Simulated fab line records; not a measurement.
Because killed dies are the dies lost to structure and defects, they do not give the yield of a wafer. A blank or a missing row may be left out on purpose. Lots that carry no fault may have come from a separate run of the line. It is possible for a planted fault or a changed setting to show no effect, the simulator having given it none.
8D (eight disciplines) problem report, filled in by code / flow gf180mcu / the parts of the form that need people (team, actions taken, sign-off) are left out

1. WHAT IS WRONG
At GF_SALICIDE_RTA_06, chamberO2Ppm averages 1502.000 over 6 wafers from 2 lots, while fault-free wafers read 1.996, standard deviation 0.021. That is +99 or more standard deviations from the usual mean.
The step: time 30 s.
Earliest sighting: wafer L954.2 on rtpAnneal-01 at day 16 23:22. Wafers with a number at this step in the record: 42, from 14 lots. Rule for "out", or "out of limits": more than 4 standard deviations from the usual mean. All remaining wafers that have a number are taken as sound.

2. WHAT IT IS; WHAT IT IS NOT
question=which readings at this step | is=chamberO2Ppm | is not=lampPowerPct, wafer_temp_C_max
question=which lots | is=L954, L956 | is not=L949, L950, L951, L952, L963, L964, L965, L966, L967, L969, L971, L972
question=which wafers of those lots | is=all that have a number | is not=-
question=read on which tools | is=rtpAnneal-01 | is not=rtpAnneal-02
question=when | is=from day 16 23:22 | is not=up to then (12 sound wafers); but 24 sound wafers of L963, L964, L965, L966, L967, L969, L971, L972 came after

3. WHAT RULES OUT EACH SUSPECT
Counting: any tool at a process step up to the reading is kept as a suspect provided that every lot that is out went through it and no sound lot did after the first of them.
- rtpAnneal-01 at GF_SALICIDE_RTA_06 (time 30 s): ruled out as a lasting fault. Sound lots L963, L965, L966, L969, L971 ran on it after its first lot that is out, L954 (day 16 23:22).
Left after counting: nothing in the record.

4. THE CAUSE (what the simulator had put in)
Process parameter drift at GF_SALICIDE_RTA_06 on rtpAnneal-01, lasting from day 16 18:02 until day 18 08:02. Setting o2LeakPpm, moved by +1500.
Counting ruled it out, wrongly.

5. THE EFFECT CHAIN, in route order
Each row: a reading whose mean over the struck wafers that have a number lies more than 3 standard deviations from the usual. Only readings whose record carries a usual standard deviation are examined. hours: median over the lots of the time between each lot's start at the first step of this table that gives one and its start at this step. sigmas: the change, counted in usual standard deviations.
hours=0; step=GF_SALICIDE_RTA_06; reading=chamberO2Ppm; usual=1.996; on struck wafers=1502.000; change=+1500.004; sigmas=+99 or more
Process steps it contains:
- GF_SALICIDE_RTA_06: time 30 s.
Later measuring or inspecting steps at which every struck wafer that the step has a row for has a number for every such reading, and none has moved that far: GF_CONTACT_BOW_MEAS_05.

6. WHAT WOULD HAVE CAUGHT IT SOONER
First out-of-limits reading in this record: day 16 23:22, which is 5 hours after fault onset at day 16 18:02.
